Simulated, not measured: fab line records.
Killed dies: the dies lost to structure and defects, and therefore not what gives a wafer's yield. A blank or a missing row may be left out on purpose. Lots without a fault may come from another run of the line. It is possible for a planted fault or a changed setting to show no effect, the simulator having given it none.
Which tool did it? || flow sky130 || 6 lots (18 wafers sampled), 1 step of a 708-step route

## WHAT THE GAUGES SHOWED, per wafer
SKY_POLY_GATE_OVL_MEAS_14.
{"lot": "L263", "measured": "day 17 06:43", "on": "overlay-02", "POLY_GATE_OVL (nm)": "6 4 10"}
{"lot": "L269", "measured": "day 19 22:20", "on": "overlay-02", "POLY_GATE_OVL (nm)": "-1 3 -1"}
{"lot": "L272", "measured": "day 20 20:33", "on": "overlay-01", "POLY_GATE_OVL (nm)": "6 1 7"}
{"lot": "L277", "measured": "day 22 13:48", "on": "overlay-01", "POLY_GATE_OVL (nm)": "1 9 9"}
{"lot": "L279", "measured": "day 23 08:03", "on": "overlay-02", "POLY_GATE_OVL (nm)": "0 3 6"}
{"lot": "L282", "measured": "day 24 06:00", "on": "overlay-02", "POLY_GATE_OVL (nm)": "6 -8 3"}

## WHICH TOOL RAN EACH LOT (tool, then ch and the chambers of the sampled wafers, then the start)
Before these readings, the record contains no process step.

## THE ANSWER, worked out from the rows above alone
Rule: usual is defined by the lots themselves. The widest of any qualifying gaps counts: lots, ordered by their means at a reading, are off when they make up no more than a third of the lots, leave a main group of 4 or more, and stand apart from it by 3 or more times the standard deviation of that group's means. Not used: any main group whose means are identical at the precision the tables above print for the reading. Also off: a lot with no number at a reading for which 4 or more lots have one. All remaining lots with rows at the step are treated as sound.
None of the lots is off at any reading shown; this tells nothing.

## WHAT WAS PUT IN BY THE SIMULATOR
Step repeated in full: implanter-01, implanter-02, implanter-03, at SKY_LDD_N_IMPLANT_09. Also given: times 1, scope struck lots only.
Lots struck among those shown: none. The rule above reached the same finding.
